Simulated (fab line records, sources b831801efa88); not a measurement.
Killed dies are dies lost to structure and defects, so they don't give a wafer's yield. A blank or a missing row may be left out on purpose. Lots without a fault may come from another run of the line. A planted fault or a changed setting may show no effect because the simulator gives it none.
A struck lot beside a sound one | flow sky130 | 20 steps out of a route of 708
Sound: wafers L192.2, L192.4, L192.5. Struck: wafers L203.2, L203.3, L203.4. The cause comes at the end.
At each step with rows: each side's tool, then ch and its chambers, then its first start. Under that, the readings that differ: sound wafers | struck wafers | difference of the means | sigmas: that difference in standard deviations of wafers without a fault.
alike: readings whose means differ by less than 2 such deviations, and words and numbers that are the same on both sides. not compared: withheld readings, readings that some wafer has no value for, bounds like >300 that may hide the same value, and numbers for which the record gives no deviation and whose values overlap.
The two part at a step that has a row with sigmas, a row that says differs or no value, or rows on one side only. Numbers that don't overlap but have no deviation are shown without sigmas and don't part them. A reading that every wafer of one side lacks parts them only if that side has two wafers or more.

SKY_LDD_HVP_OVL_MEAS_07:
  sound on overlay-01, day 21 21:14; struck on overlay-02, day 25 15:02
  alike: LDD_HVP_OVL
then, 1 step without rows for these wafers: SKY_LDD_HVP_IMPLANT_08.
SKY_LDD_HVP_STRIP_09: strips in O2/N2.
  sound on plasma_asher-02 ch 0,1, day 21 21:25; struck on plasma_asher-03 ch 0,1, day 25 15:13
  alike: chamber_pressure_mTorr, drypump_motor_current_A, o2_flow_sccm, oes_product_au, strip_time_to_endpoint_s
  not compared: rf_hours_counter_h
SKY_LDD_HVP_TW_MEAS_10:
  sound on film_metro-01, day 21 21:32; struck on film_metro-04, day 25 15:20
  reading    | sound       | struck      | difference | sigmas
  LDD_HVP_TW | 462 460 460 | 451 450 449 | -11        | -3
then, 7 steps without rows for these wafers: SKY_LDD_LDN_DEHYDRATE_00 (time 60 s); SKY_LDD_LDN_HMDS_01 (prime time 60 s); SKY_LDD_LDN_COAT_02 (resist thk 1140 nm); SKY_LDD_LDN_SOFTBAKE_03 (time 60 s); SKY_LDD_LDN_EXPOSE_04 (exposes mask LDNTM, target cd 700 nm); SKY_LDD_LDN_PEB_05; SKY_LDD_LDN_DEVELOP_06 (develop time 60 s).
SKY_LDD_LDN_OVL_MEAS_07:
  sound on overlay-02, day 23 03:23; struck on overlay-02, day 26 20:43
  alike: LDD_LDN_OVL
SKY_LDD_LDN_IMPLANT_08:
  sound on implanter-01 ch 0, day 23 03:27; struck on implanter-03 ch 0, day 26 20:46
  reading            | sound                            | struck                        | difference | sigmas
  dose_ions_cm2      | 1.2496e+13 1.2519e+13 1.2525e+13 | 5.288e+12 5.293e+12 5.276e+12 | -7.228e+12 | -99 or more
  faraday_current_uA | 70.0 70.3 72.8                   | 29.1 30.3 30.0                | -41.2      | -29
  alike: end_station_pressure_torr
then, 3 steps without rows for these wafers: SKY_LDD_LDN_IMPLANT_09; SKY_LDD_LDN_IMPLANT_10; SKY_LDD_LDN_IMPLANT_11.
SKY_LDD_LDN_STRIP_12: strips in O2/N2.
  sound on plasma_asher-04 ch 1, day 23 04:01; struck on plasma_asher-03 ch 0,1, day 26 21:20
  alike: chamber_pressure_mTorr, drypump_motor_current_A, o2_flow_sccm, oes_product_au, strip_time_to_endpoint_s
  not compared: rf_hours_counter_h
SKY_LDD_LDN_TW_MEAS_13:
  sound on film_metro-04, day 23 04:08; struck on film_metro-03, day 26 21:27
  reading    | sound          | struck         | difference | sigmas
  LDD_LDN_TW | 1469 1456 1473 | 1412 1407 1407 | -57        | -5
then, 1 step without rows for these wafers: SKY_LDD_LDN_CLEAN_14 (cleans in SC1/SC2, time 150 s).
-- the record jumps here: 22 days lie between the struck wafers' starts before and after (it left off in module LDD_LDN and takes up again in module PAD_OPEN, whose first step shown is number 708 of the route) --
SKY_PAD_OPEN_PROBE_99:
  sound on prober-02, day 46 01:23; struck on prober-02, day 48 13:38
  reading                         | sound          | struck         | difference | sigmas
  model.etest.tip_sonos.rs_ohm_sq | 2729 2720 2725 | 2774 2794 2780 | +58        |
  alike: killed_at_M0_to_M3, killed_at_M4_up, killed_at_contacts, killed_at_front_end, killed_at_other, killed_dies, killed_open, killed_short

WHERE THEY PART
First at SKY_LDD_HVP_TW_MEAS_10; last, within this record, at SKY_LDD_LDN_TW_MEAS_13. Later steps at which nothing parts them and some readings are alike: SKY_PAD_OPEN_PROBE_99.

WHY: what the simulator had put in
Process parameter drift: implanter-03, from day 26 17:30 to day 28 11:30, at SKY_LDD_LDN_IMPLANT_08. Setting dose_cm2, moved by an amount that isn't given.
